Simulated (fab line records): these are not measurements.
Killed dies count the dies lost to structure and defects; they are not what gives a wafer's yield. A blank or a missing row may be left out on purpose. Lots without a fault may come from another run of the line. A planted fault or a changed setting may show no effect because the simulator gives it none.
fab line records	flow sfqLine
record: lots: 6	wafers: 18	lastDay: 86
route steps=325 shown I4@170 JJ@178 M5@198 A5B@209 R5@225
lots that met no fault: from a run of the same line without faults
startH: start of the lot's first displayed wafer, in hours after the record's first day	waitH: time in hours since the lot's previous step	" same as the row above	L1.1+2: one row covering several wafers at once	- no value present, or no start provided	* or withheld: withheld	< > ~ a bound
route shown NAME@n: names a module that has steps shown in the file, with the first one's number in the route	usual: mean/standard deviation taken from wafers without a fault	same: alike in all rows	chamber/n: place in a boat	sites: each site's reading	_std_site: the standard deviation of these	_edge_site: inner sites' mean taken away from outer sites' mean	radiusMm: for every site, how far away it sits from the centre of the wafer	mask NAME#n: copy n	behind: the tool/chamber that last shaped the wafer	hold: what put the lot on hold/how long, in hours/how the hold closed	device: transistor that didn't switch, given as n, p or np	end of line: at the end of the route, the tests of the same wafers	for a step that has no rows: nothing shown but its recipe	killed: at the first sort, the dies lost to defects and structure; wafer yield is something else	map: the dies of a wafer, with x for killed, . for not killed, _ for no die there
set.NAME: the setting as run; set.NAME@STEP: as run at that earlier step	model.NAME: the simulator's own value behind a step, which no gauge read
a table for each step, a row for each wafer; lots at some steps of the route
services: the hour from which a tool's chamber was out of use, counted from the record's first day as startH (under 0 if before that day), plus the number of hours and why
== steps ==
step: SFQ_TRILAYER_I4_VIA_LITHO_EXPOSE_104
recipe: maskId: I4	na: 0.6	sourceShape: conventional	sigmaOuter: 0.65	targetCdNm: 700	doseMj: 21.3
step: SFQ_TRILAYER_I4_VIA_LITHO_PEB_106
recipe: pebTempC: 115	pebTimeS: 60	resist: KrF
step: SFQ_TRILAYER_I4_VIA_LITHO_DEVELOP_105
recipe: timeS: 60	resist: KrF
step: SFQ_I4_OVL_MEAS_928
usual: I4_OVL: 2/5.8
lot.wafer	tool	chamber	startH	waitH	I4_OVL[nm]
L849.4	overlay-02	-	1007.85	0.1	3
L849.5	"	-	"	"	2
L849.6	"	-	"	"	-6
L856.1	overlay-02	-	1236.30	0.1	6
L856.4	"	-	"	"	7
L856.6	"	-	"	"	3
L860.1	overlay-02	-	1283.90	0.1	3
L860.4	"	-	"	"	4
L860.6	"	-	"	"	7
L863.4	overlay-02	-	1300.72	0.1	3
L863.5	"	-	"	"	5
L863.6	"	-	"	"	3
L869.1	overlay-02	-	1368.15	0.1	0
L869.4	"	-	"	"	4
L869.6	"	-	"	"	3
L870.1	overlay-02	-	1380.06	0.1	5
L870.3	"	-	"	"	12
L870.5	"	-	"	"	4
step: SFQ_TRILAYER_I4_VIA_BARC_OPEN_VIA_ETCH_146
recipe: maskMaterial: PR	chemistry: O2	targetDepthNm: 125	target: BARC	sourceW: 500	biasW: 80	pressureMtorr: 30	timeS: 41.7
usual: drypumpMotorCurrentA: 5.9/0.54	oesProductAu: 0.685/0.0045
lot.wafer	tool	chamber	startH	waitH	drypumpMotorCurrentA	oesProductAu	rfHoursCounterH
L849.4	rieDiel-03	2	1007.87	0.0	6.4	0.688	3
L849.5	"	3	"	"	5.8	0.685	-
L849.6	"	2	"	"	6.4	0.686	-
L856.1	rieDiel-03	0	1236.34	0.0	6.1	0.686	18
L856.4	"	1	"	"	6.8	0.675	10
L856.6	"	3	"	"	5.8	0.683	-
L860.1	rieDiel-02	1	1283.93	0.0	4.8	0.687	16
L860.4	"	2	"	"	6.3	0.687	-
L860.6	"	1	"	"	4.8	0.681	-
L863.4	rieDiel-03	2	1300.73	0.0	6.4	0.685	7
L863.5	"	3	"	"	5.8	0.690	-
L863.6	"	0	"	"	6.1	0.687	-
L869.1	rieDiel-01	3	1368.18	0.0	6.0	0.684	9
L869.4	"	2	"	"	5.8	0.696	18
L869.6	"	0	"	"	5.5	0.684	-
L870.1	rieDiel-01	0	1380.10	0.0	5.5	0.677	6
L870.3	"	1	"	"	5.0	0.682	19
L870.5	"	1	"	"	5.0	0.685	-
step: SFQ_TRILAYER_I4_VIA_ETCH_VIA_ETCH_106
recipe: target: SiO2	stopOn: Nb	maskMaterial: PR	taperDeg: 20	chemistry: CHF3	targetDepthNm: 260	sourceW: 500	biasW: 80	pressureMtorr: 30	timeS: withheld
step: SFQ_TRILAYER_I4_VIA_STRIP_STRIP_107
recipe: gas: O2	powerW: 200	platenTempC: 40	overashFraction: 0.65	chemistry: O2	pressureMtorr: 50
step: SFQ_TRILAYER_I4_VIA_STRIP_SOLV_CLEAN_108
recipe: chemistry: NMP	tempC: 70	timeS: 600
step: SFQ_TRILAYER_JJ_TRILAYER_DEP_PRE_CLEAN_113
recipe: gas: Ar	timeS: 22.5	biasV: 250
step: SFQ_TRILAYER_JJ_TRILAYER_DEP_SPUTTER_109
recipe: material: Nb	basePressurePa: 1.33e-06	chamberPressurePa: 0.1333	substrateTempC: 20	targetThkNm: 150	powerW: 2000	timeS: 100
step: SFQ_TRILAYER_JJ_TRILAYER_DEP_SPUTTER_110
recipe: material: Al	basePressurePa: 1.33e-06	targetThkNm: 8	powerW: 500	timeS: 10	chamberPressurePa: 0.4
usual: cathodeDcPowerW: 499.98/0.084	throttleValvePct: 30.1/0.62
lot.wafer	tool	chamber	startH	waitH	cathodeDcPowerW	throttleValvePct
L849.4	pvdSputter-03	-	1009.50	0.0	500.00	30.3
L849.5	"	-	"	"	500.03	31.0
L849.6	"	-	"	"	500.10	30.2
L856.1	pvdSputter-04	-	1237.37	0.0	499.95	29.1
L856.4	"	-	"	"	499.92	30.8
L856.6	"	-	"	"	499.95	29.2
L860.1	pvdSputter-04	-	1284.96	0.0	500.03	29.1
L860.4	"	-	"	"	499.86	28.8
L860.6	"	-	"	"	500.13	29.2
L863.4	pvdSputter-04	-	1301.80	0.0	500.04	28.9
L863.5	"	-	"	"	499.89	29.1
L863.6	"	-	"	"	500.00	30.6
L869.1	pvdSputter-05	-	1369.21	0.0	499.92	30.5
L869.4	"	-	"	"	500.04	29.5
L869.6	"	-	"	"	500.05	29.2
L870.1	pvdSputter-05	-	1381.13	0.0	500.10	29.8
L870.3	"	-	"	"	500.00	29.4
L870.5	"	-	"	"	500.00	30.1
step: SFQ_TRILAYER_JJ_TRILAYER_DEP_AL_OXIDATION_111
recipe: pressureMbar: 0.014667	oxidationTimeS: 600	temperatureK: 293
step: SFQ_TRILAYER_JJ_TRILAYER_DEP_SPUTTER_112
recipe: material: Nb	basePressurePa: 1.33e-06	chamberPressurePa: 0.1333	substrateTempC: 20	targetThkNm: 170	powerW: 2000	timeS: 113.3
usual: cathodeDcPowerW: 2000.0/0.35	throttleValvePct: 30.1/0.61
lot.wafer	tool	chamber	startH	waitH	cathodeDcPowerW	throttleValvePct	model.Nb_of_TRILAYER_JJ_TRILAYER_DEP_SPUTTER_112.thkNm
L849.4	pvdSputter-03	-	1010.52	0.5	2000.4	30.4	169.3
L849.5	"	-	"	"	1999.9	31.1	172.5
L849.6	"	-	"	"	2000.0	30.1	172.2
L856.1	pvdSputter-04	-	1238.39	0.5	2000.1	29.0	168.3
L856.4	"	-	"	"	1999.9	30.6	167.9
L856.6	"	-	"	"	2000.1	29.4	169.9
L860.1	pvdSputter-04	-	1285.99	0.5	1999.4	28.9	225.3
L860.4	"	-	"	"	2000.3	29.2	224.9
L860.6	"	-	"	"	2000.1	28.8	168.6
L863.4	pvdSputter-04	-	1302.82	0.5	1999.9	29.1	226.2
L863.5	"	-	"	"	2000.4	29.2	226.8
L863.6	"	-	"	"	1999.9	30.8	168.4
L869.1	pvdSputter-05	-	1370.24	0.5	1999.7	30.5	170.7
L869.4	"	-	"	"	2000.2	29.4	168.9
L869.6	"	-	"	"	2000.1	29.2	170.7
L870.1	pvdSputter-05	-	1382.15	0.5	1999.8	29.3	168.5
L870.3	"	-	"	"	2000.0	29.5	169.8
L870.5	"	-	"	"	2000.5	30.0	169.7
step: SFQ_JJ_RS_MEAS_929
recipe: thkMeasGauge: four-point-probe	reads: Nb_of_TRILAYER_JJ_TRILAYER_DEP_SPUTTER_112
usual: JJ_NB_RS: 1.047/0.01
lot.wafer	tool	chamber	startH	waitH	JJ_NB_RS[ohm/sq]
L849.4	filmMetro-01	-	1010.66	0.1	1.053
L849.5	"	-	"	"	1.035
L849.6	"	-	"	"	1.035
L856.1	filmMetro-04	-	1238.47	0.0	1.058
L856.4	"	-	"	"	1.063
L856.6	"	-	"	"	1.051
L860.1	filmMetro-04	-	1286.06	0.0	0.787
L860.4	"	-	"	"	0.790
L860.6	"	-	"	"	1.057
L863.4	filmMetro-01	-	1302.96	0.1	0.785
L863.5	"	-	"	"	0.782
L863.6	"	-	"	"	1.058
L869.1	filmMetro-01	-	1370.32	0.0	1.042
L869.4	"	-	"	"	1.054
L869.6	"	-	"	"	1.044
L870.1	filmMetro-03	-	1382.23	0.0	1.059
L870.3	"	-	"	"	1.051
L870.5	"	-	"	"	1.049
step: SFQ_TRILAYER_JJ_CE_LITHO_COAT_119
recipe: resist: BARC	spinRpm: 3000	resistThkNm: 62
step: SFQ_TRILAYER_JJ_CE_LITHO_COAT_114
recipe: resist: KrF	spinRpm: 3000	resistThkNm: 600
step: SFQ_TRILAYER_JJ_CE_LITHO_SOFTBAKE_118
recipe: tempC: withheld	timeS: withheld	resist: KrF
step: SFQ_TRILAYER_JJ_CE_LITHO_EXPOSE_115
recipe: maskId: J5	na: 0.6	sourceShape: conventional	sigmaOuter: 0.65	targetCdNm: 700	doseMj: 14.4
step: SFQ_TRILAYER_JJ_CE_LITHO_PEB_117
recipe: pebTempC: 115	pebTimeS: 60	resist: KrF
step: SFQ_TRILAYER_JJ_CE_LITHO_DEVELOP_116
recipe: timeS: 60	resist: KrF
step: SFQ_JJ_OVL_MEAS_931
usual: J5_OVL: -1/4.2
lot.wafer	tool	chamber	startH	waitH	J5_OVL[nm]
L849.4	overlay-02	-	1014.73	0.1	4
L849.5	"	-	"	"	9
L849.6	"	-	"	"	0
L856.1	overlay-02	-	1241.58	0.1	3
L856.4	"	-	"	"	-7
L856.6	"	-	"	"	-1
L860.1	overlay-01	-	1288.62	0.1	1
L860.4	"	-	"	"	0
L860.6	"	-	"	"	-6
L863.4	overlay-01	-	1308.24	0.1	-6
L863.5	"	-	"	"	2
L863.6	"	-	"	"	-4
L869.1	overlay-02	-	1374.05	0.1	-6
L869.4	"	-	"	"	1
L869.6	"	-	"	"	-4
L870.1	overlay-01	-	1384.84	0.1	1
L870.3	"	-	"	"	6
L870.5	"	-	"	"	1
step: SFQ_TRILAYER_JJ_CE_METRO_MEASURE_117
step: SFQ_TRILAYER_JJ_CE_BARC_OPEN_RIE_150
recipe: maskMaterial: PR	chemistry: O2	targetDepthNm: 240	target: BARC	icpW: 600	biasW: 80	pressureMtorr: 10	timeS: 80
step: SFQ_TRILAYER_JJ_CE_ETCH_RIE_118
recipe: target: Nb	stopOn: Al2O3	maskMaterial: PR	taperDeg: 13.257	overEtchFrac: 0.15	timeS: 97.7	chemistry: SF6	targetDepthNm: 170	icpW: 600	biasW: 80	pressureMtorr: 10
step: SFQ_TRILAYER_JJ_ANODIZE_ANODIZE_119
recipe: currentDensityMaCm2: withheld	endCurrentDensityMaCm2: withheld	bathTempC: withheld
step: SFQ_TRILAYER_JJ_CE_STRIP_STRIP_120
recipe: gas: O2	powerW: 200	platenTempC: 40	overashFraction: 0.65	chemistry: O2	pressureMtorr: 50
usual: drypumpMotorCurrentA: 5.5/0.54	oesProductAu: 1.000/0.008
lot.wafer	tool	chamber	startH	waitH	drypumpMotorCurrentA	oesProductAu	rfHoursCounterH
L849.4	rieMetal-03	1	1016.84	0.2	4.8	1.003	-
L849.5	"	0	"	"	6.2	0.991	-
L849.6	"	1	"	"	4.8	1.008	-
L856.1	rieMetal-03	1	1243.52	0.0	4.8	1.006	57
L856.4	"	0	"	"	6.1	0.993	-
L856.6	"	1	"	"	4.8	1.011	-
L860.1	rieMetal-01	1	1290.75	0.0	6.0	1.003	33
L860.4	"	1	"	"	6.0	1.007	-
L860.6	"	1	"	"	6.0	0.994	-
L863.4	rieMetal-01	0	1310.36	0.2	5.2	1.003	-
L863.5	"	0	"	"	5.2	0.995	-
L863.6	"	1	"	"	6.0	1.003	-
L869.1	rieMetal-03	0	1375.98	0.0	6.1	0.991	140
L869.4	"	1	"	"	4.8	1.005	-
L869.6	"	1	"	"	4.8	1.005	-
L870.1	rieMetal-01	0	1386.77	0.0	5.2	1.004	31
L870.3	"	0	"	"	5.2	0.999	-
L870.5	"	1	"	"	6.0	1.013	-
step: SFQ_TRILAYER_JJ_CE_STRIP_SOLV_CLEAN_121
recipe: chemistry: NMP	tempC: 70	timeS: 600
step: SFQ_TRILAYER_M5_LITHO_COAT_128
recipe: resist: BARC	spinRpm: 3000	resistThkNm: 62
step: SFQ_TRILAYER_M5_LITHO_COAT_123
recipe: resist: KrF	spinRpm: 3000	resistThkNm: 600
step: SFQ_TRILAYER_M5_LITHO_SOFTBAKE_127
recipe: tempC: withheld	timeS: withheld	resist: KrF
step: SFQ_TRILAYER_M5_LITHO_EXPOSE_124
recipe: maskId: M5	na: 0.6	sourceShape: conventional	sigmaOuter: 0.65	targetCdNm: 700	doseMj: 14.4
step: SFQ_TRILAYER_M5_LITHO_PEB_126
recipe: pebTempC: 115	pebTimeS: 60	resist: KrF
step: SFQ_TRILAYER_M5_LITHO_DEVELOP_125
recipe: timeS: 60	resist: KrF
step: SFQ_M5_OVL_MEAS_932
usual: M5_OVL: -1/6.1
lot.wafer	tool	chamber	startH	waitH	M5_OVL[nm]
L849.4	overlay-01	-	1164.68	0.1	3
L849.5	"	-	"	"	6
L849.6	"	-	"	"	-3
L856.1	overlay-02	-	1250.58	0.1	-2
L856.4	"	-	"	"	6
L856.6	"	-	"	"	5
L860.1	overlay-01	-	1295.02	0.1	-8
L860.4	"	-	"	"	-1
L860.6	"	-	"	"	-2
L863.4	overlay-01	-	1316.64	0.1	-2
L863.5	"	-	"	"	-3
L863.6	"	-	"	"	-6
L869.1	overlay-01	-	1518.42	0.1	4
L869.4	"	-	"	"	3
L869.6	"	-	"	"	12
L870.1	overlay-01	-	1525.62	0.1	-11
L870.3	"	-	"	"	-8
L870.5	"	-	"	"	-7
step: SFQ_TRILAYER_M5_BARC_OPEN_METAL_ETCH_161
recipe: maskMaterial: PR	chemistry: O2	targetDepthNm: 125	target: BARC	icpW: 600	biasW: 80	pressureMtorr: 10	timeS: 41.7
usual: drypumpMotorCurrentA: 5.6/0.4	oesProductAu: 0.685/0.005
lot.wafer	tool	chamber	startH	waitH	drypumpMotorCurrentA	oesProductAu	rfHoursCounterH
L849.4	rieMetal-02	1	1164.72	0.0	5.8	0.690	-
L849.5	"	1	"	"	5.8	0.684	-
L849.6	"	0	"	"	5.6	0.691	-
L856.1	rieMetal-04	1	1250.62	0.0	5.7	0.688	119
L856.4	"	1	"	"	5.7	0.686	-
L856.6	"	0	"	"	5.6	0.688	-
L860.1	rieMetal-03	0	1295.06	0.0	6.2	0.682	126
L860.4	"	1	"	"	4.8	0.680	-
L860.6	"	1	"	"	4.8	0.685	-
L863.4	rieMetal-02	0	1316.72	0.1	5.6	0.684	-
L863.5	"	0	"	"	5.6	0.694	-
L863.6	"	0	"	"	5.6	0.692	-
L869.1	rieMetal-03	1	1518.46	0.0	4.8	0.689	99
L869.4	"	1	"	"	4.8	0.685	-
L869.6	"	1	"	"	4.8	0.680	-
L870.1	rieMetal-03	1	1525.66	0.0	4.8	0.690	100
L870.3	"	0	"	"	6.2	0.681	-
L870.5	"	1	"	"	4.8	0.685	-
step: SFQ_TRILAYER_M5_ETCH_METAL_ETCH_126
recipe: target: Nb	stopOn: SiO2	maskMaterial: PR	overEtchFrac: 0.15	timeS: 203.2	chemistry: Cl2/BCl3	targetDepthNm: 265	icpW: 600	biasW: 80	pressureMtorr: 10
step: SFQ_TRILAYER_M5_STRIP_STRIP_127
recipe: gas: O2	powerW: 200	platenTempC: 40	overashFraction: 0.65	chemistry: O2	pressureMtorr: 50
step: SFQ_TRILAYER_M5_STRIP_SOLV_CLEAN_128
recipe: chemistry: NMP	tempC: 70	timeS: 600
step: SFQ_TRILAYER_A5B_DEP_PECVD_129
recipe: material: SiO2	tempC: 150	timeS: 133.33	pressureTorr: 2.4	rfW: 183.3	precursor: SiH4/N2O	targetThkNm: 600
usual: heaterPowerW: 86/16	throttleValvePct: 24.9/1.4
lot.wafer	tool	chamber	startH	waitH	heaterPowerW	throttleValvePct
L849.4	pecvd-01	0	1165.79	0.0	79	23.2
L849.5	"	2	"	"	84	24.0
L849.6	"	1	"	"	99	22.9
L856.1	pecvd-03	2	1251.65	0.0	126	24.4
L856.4	"	0	"	"	73	24.9
L856.6	"	2	"	"	106	24.1
L860.1	pecvd-01	0	1296.09	0.0	78	23.9
L860.4	"	1	"	"	92	23.1
L860.6	"	2	"	"	79	24.2
L863.4	pecvd-01	1	1318.59	0.0	83	23.3
L863.5	"	2	"	"	83	24.1
L863.6	"	0	"	"	81	24.2
L869.1	pecvd-01	1	1519.49	0.0	93	24.1
L869.4	"	0	"	"	78	25.2
L869.6	"	2	"	"	90	24.4
L870.1	pecvd-03	0	1526.69	0.0	70	25.0
L870.3	"	2	"	"	112	24.1
L870.5	"	0	"	"	72	24.9
step: SFQ_TRILAYER_A5B_CMP_CMP_130
recipe: stopOn: Nb	downForcePsi: 3	platenRpm: 60	targetThkNm: 340.7
step: SFQ_TRILAYER_A5B_METRO_MEASURE_131
step: SFQ_TRILAYER_R5_ETCH_METAL_ETCH_139
recipe: stopOn: SiO2	maskMaterial: PR	chemistry: Cl2	targetDepthNm: 60	icpW: 600	biasW: 80	pressureMtorr: 10	timeS: 40
usual: drypumpMotorCurrentA: 5.5/0.52	oesProductAu: 0.992/0.0054
lot.wafer	tool	chamber	startH	waitH	drypumpMotorCurrentA	oesProductAu	rfHoursCounterH	model.Nb_of_TRILAYER_JJ_TRILAYER_DEP_SPUTTER_112.thkNm
L849.4	rieMetal-01	0	1306.81	0.0	5.2	0.991	-	159.4
L849.5	"	1	"	"	6.0	0.981	-	162.5
L849.6	"	0	"	"	5.2	0.999	-	162.3
L856.1	rieMetal-03	1	1406.56	0.0	4.8	0.994	82	158.3
L856.4	"	1	"	"	4.8	0.996	-	157.8
L856.6	"	1	"	"	4.8	0.988	-	159.8
L860.1	rieMetal-03	0	1452.47	0.0	6.2	0.979	148	215.4
L860.4	"	0	"	"	6.1	0.993	-	214.9
L860.6	"	0	"	"	6.1	0.987	-	158.7
L863.4	rieMetal-02	0	1469.42	0.0	5.6	0.992	-	216.1
L863.5	"	1	"	"	5.8	0.996	-	216.6
L863.6	"	0	"	"	5.6	0.998	-	158.3
L869.1	rieMetal-02	1	1526.42	0.1	5.8	0.998	93	160.5
L869.4	"	0	"	"	5.6	0.991	-	158.7
L869.6	"	1	"	"	5.8	0.996	-	160.6
L870.1	rieMetal-01	0	1533.60	0.0	5.2	0.989	47	158.5
L870.3	"	1	"	"	6.0	0.988	-	159.7
L870.5	"	1	"	"	6.0	0.995	-	159.6
== services ==
tool	chamber	startH	hours	kind
rieMetal-02	1	991.21	3.6	repair
rieMetal-01	1	996.87	20.7	repair
pvdSputter-04	-	1002.50	6.2	repair
rieMetal-03	-	1008.53	0.7	repair
pvdSputter-05	-	1026.93	9.9	repair
rieMetal-03	-	1049.87	1.4	pm
pvdSputter-04	-	1060.47	2.2	repair
pvdSputter-04	-	1074.03	1.0	repair
rieMetal-02	0	1100.62	3.0	repair
rieMetal-01	-	1115.71	0.1	repair
pvdSputter-05	-	1119.42	13.2	repair
rieMetal-03	1	1162.63	31.6	repair
pvdSputter-05	-	1168.91	9.6	repair
pvdSputter-05	-	1200.09	2.7	repair
pecvd-01	1	1218.00	4.5	repair
rieMetal-03	-	1231.48	1.2	repair
rieMetal-01	-	1241.57	1.2	repair
rieMetal-02	1	1285.18	35.8	repair
rieMetal-01	-	1330.73	0.8	repair
pecvd-01	-	1357.37	1.3	repair
pvdSputter-04	-	1359.21	25.2	repair
rieMetal-01	0	1364.01	4.2	repair
pvdSputter-04	-	1373.23	3.4	repair
rieMetal-01	-	1463.67	14.6	pm
== key ==
firstSign: step: SFQ_JJ_RS_MEAS_929	reading: JJ_NB_RS	direction: down	sigmas: 26	usual: 1.047	struck: 0.786
effect none on later readings
modelEffect: step: SFQ_TRILAYER_JJ_TRILAYER_DEP_SPUTTER_112	value: Nb_of_TRILAYER_JJ_TRILAYER_DEP_SPUTTER_112.thkNm	without: 168.7	struck: 225.8
modelEffect: step: SFQ_TRILAYER_R5_ETCH_METAL_ETCH_139	value: Nb_of_TRILAYER_JJ_TRILAYER_DEP_SPUTTER_112.thkNm	without: 158.7	struck: 215.8
metAt SFQ_TRILAYER_JJ_TRILAYER_DEP_SPUTTER_112
struckWafers L860.1,L860.4,L863.4,L863.5
onsetBetween 1238.39 1285.99
fault: kind: processParameterDrift	tool: pvdSputter-04	chamber: -	onsetH: 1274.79	steps: SFQ_TRILAYER_JJ_TRILAYER_DEP_SPUTTER_112	channel: targetThkNm	offset: 57.095	shape: step	endH: 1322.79	scope: struckWafersOnly	actsIn: theseRecipesOnly	stated: 170
